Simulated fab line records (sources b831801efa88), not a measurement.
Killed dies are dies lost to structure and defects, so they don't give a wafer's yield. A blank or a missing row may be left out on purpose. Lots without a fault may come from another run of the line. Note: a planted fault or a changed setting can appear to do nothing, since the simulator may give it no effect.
Which tool was responsible?	flow gf180mcu	36 wafers from 12 lots sampled at 5 of the route's 602 steps

WHAT THE GAUGES READ, wafer by wafer
GF_HV_LDD_RS_MEAS_53: the measuring method here is four-point-probe. Usual: for HV_LDD_RS the level is 412.4 ohm/sq and the standard deviation is 0.9.
lot	measured	on	HV_LDD_RS (ohm/sq)	flag
L949	day 12 03:46	film-metro-02	412.7 412.7 414.6	
L950	day 12 17:58	film-metro-02	412.0 411.9 410.3	
L957	day 14 23:22	film-metro-02	411.5 413.0 413.1	
L959	day 15 18:11	film-metro-02	412.9 412.3 412.5	
L960	day 16 03:36	film-metro-04	410.8 412.3 410.9	
L964	day 17 13:59	film-metro-04	412.6 412.2 413.1	
L965	day 17 22:11	film-metro-04	412.2 412.3 412.1	
L966	day 18 05:31	film-metro-02	412.5 411.4 412.5	
L969	day 19 11:09	film-metro-03	413.1 412.6 412.1	
L970	day 19 16:16	film-metro-03	412.6 412.9 413.1	
L971	day 19 18:07	film-metro-02	412.1 411.4 413.2	
L972	day 20 02:56	film-metro-04	412.6 413.6 411.8	

GF_PSD_OVL_MEAS_08. Usual: for PSD_OVL the level is -0.9 nm and the standard deviation is 1.4.
lot	measured	on	PSD_OVL (nm)	flag
L949	day 13 23:22	overlay-02	-1.5 -1.3 -1.9	
L950	day 14 13:56	overlay-02	0.4 0.6 1.8	
L957	day 16 22:49	overlay-01	-1.3 -2.0 -0.2	
L959	day 17 18:43	overlay-01	-0.9 -0.5 0.2	
L960	day 18 03:58	overlay-01	0.1 1.4 0.4	
L964	day 19 17:16	overlay-01	1.0 0.9 1.3	
L965	day 20 01:43	overlay-01	0.7 0.4 -1.7	
L966	day 20 09:37	overlay-01	-1.3 -2.5 -2.0	
L969	day 21 14:39	overlay-01	2.0 0.4 1.0	
L970	day 21 19:13	overlay-01	-2.0 -2.0 -1.4	
L971	day 21 21:17	overlay-02	-1.7 -2.1 -3.2	
L972	day 22 06:12	overlay-01	0.4 -0.5 -1.1	

GF_CONTACT_THK_MEAS_03. Usual: for CONTACT_CVD_02_THK the level is 858 nm and the standard deviation is 11.
lot	measured	on	CONTACT_CVD_02_THK (nm)	flag
L949	day 14 22:17	film-metro-03	867 868 859	
L950	day 15 12:47	film-metro-03	865 850 861	
L957	day 17 23:17	film-metro-03	843 841 396	OFF
L959	day 18 20:24	film-metro-02	844 860 390	OFF
L960	day 19 05:52	film-metro-04	836 849 371	OFF
L964	day 20 18:38	film-metro-02	840 857 853	
L965	day 21 03:31	film-metro-03	849 858 875	
L966	day 21 11:29	film-metro-02	858 873 865	
L969	day 22 15:38	film-metro-02	843 847 857	
L970	day 22 20:13	film-metro-03	863 857 853	
L971	day 22 21:40	film-metro-03	865 870 864	
L972	day 23 06:47	film-metro-02	851 864 866	

TOOL THAT RAN EACH LOT (tool first, then ch and the chambers of the sampled wafers, then the start)
lot	GF_HV_LDD_ETCHBACK_58	GF_CONTACT_CVD_02
L949	rie-diel-03 ch 0,1,3, day 12 07:08	pecvd-03 ch 0,1,2, day 14 22:13
L950	rie-diel-01 ch 0,1,2, day 12 20:37	pecvd-03 ch 0,1,2, day 15 12:42
L957	rie-diel-03 ch 0,1,3, day 15 02:04	pecvd-04 ch 1,2, day 17 23:13
L959	rie-diel-02 ch 1,2, day 15 20:52	pecvd-04 ch 0,2, day 18 20:19
L960	rie-diel-03 ch 2,3, day 16 06:17	pecvd-04 ch 0,1,2, day 19 05:47
L964	rie-diel-02 ch 1,2, day 17 16:39	pecvd-03 ch 0,2, day 20 18:31
L965	rie-diel-01 ch 0,1,2, day 18 00:52	pecvd-03 ch 0,2, day 21 03:26
L966	rie-diel-01 ch 0,1,3, day 18 09:29	pecvd-03 ch 1,2, day 21 11:23
L969	rie-diel-02 ch 1,2,3, day 19 13:50	pecvd-04 ch 0,1,2, day 22 15:34
L970	rie-diel-02 ch 0,2,3, day 19 18:53	pecvd-04 ch 0,1,2, day 22 20:10
L971	rie-diel-01 ch 0,1,3, day 19 21:24	pecvd-02 ch 0,1,2, day 22 21:37
L972	rie-diel-01 ch 0,2, day 20 05:37	pecvd-03 ch 1,2, day 23 06:43
- GF_HV_LDD_ETCHBACK_58: etches Si3N4 in CH3F/O2, stops on SiO2, time 100 s, target depth 90 nm.
- GF_CONTACT_CVD_02: deposits SiO2 from TEOS, target thk 860 nm, time 95.992 s.

WHAT THE TOOLS THEMSELVES READ (means of the sampled wafers that have a number; where no wafer has one, the mark that the record gives instead)
GF_HV_LDD_ETCHBACK_58. Usual: drypump-motor-current-A 5.6 A, standard deviation 0.53; oes-product-au 0.843 a.u., standard deviation 0.0064; throttle-valve-pct 10.562 %, standard deviation 0.0089.
lot	tool	drypump-motor-current-A (A)	oes-product-au (a.u.)	throttle-valve-pct (%)	flag
L949	rie-diel-03	5.2	0.839	10.565	
L950	rie-diel-01	5.7	0.844	10.564	
L957	rie-diel-03	5.3	0.848	10.569	
L959	rie-diel-02	5.2	0.839	10.553	
L960	rie-diel-03	5.3	0.847	10.568	
L964	rie-diel-02	5.5	0.847	10.560	
L965	rie-diel-01	5.8	0.847	10.558	
L966	rie-diel-01	5.8	0.841	10.567	
L969	rie-diel-02	5.6	0.843	10.565	
L970	rie-diel-02	5.7	0.842	10.551	
L971	rie-diel-01	5.8	0.842	10.564	
L972	rie-diel-01	5.3	0.839	10.564	

GF_CONTACT_CVD_02. Usual: heater-power-w reads 669 W (standard deviation 100).
lot	tool	heater-power-w (W)	flag
L949	pecvd-03	640	
L950	pecvd-03	664	
L957	pecvd-04	733	
L959	pecvd-04	625	
L960	pecvd-04	693	
L964	pecvd-03	647	
L965	pecvd-03	627	
L966	pecvd-03	765	
L969	pecvd-04	698	
L970	pecvd-04	643	
L971	pecvd-02	585	
L972	pecvd-03	703	

THE ANSWER, worked out from the rows above alone
Rule: take the mean of a lot's wafers that have a number; if it is more than 3 standard deviations from the usual mean, the lot is off. Also off: a lot with no number at a reading for which 4 or more lots have one. The other lots that the step has rows for count as sound. First the gauges in route order, then the tools' own readings, where a lot's mean is used as printed above. At the first step where some lot is off, the reading lying furthest off is the one used; lots without a number count as furthest.
Off: L957, L959, L960, seen at GF_CONTACT_THK_MEAS_03 (CONTACT_CVD_02_THK).
A tool fits if, at a process step before that reading, it ran every lot that is off, and no sound lot after the first of them. The gauges at GF_CONTACT_THK_MEAS_03 are tried like those tools. Of those tried, none fits.

WHAT WAS PUT IN BY THE SIMULATOR
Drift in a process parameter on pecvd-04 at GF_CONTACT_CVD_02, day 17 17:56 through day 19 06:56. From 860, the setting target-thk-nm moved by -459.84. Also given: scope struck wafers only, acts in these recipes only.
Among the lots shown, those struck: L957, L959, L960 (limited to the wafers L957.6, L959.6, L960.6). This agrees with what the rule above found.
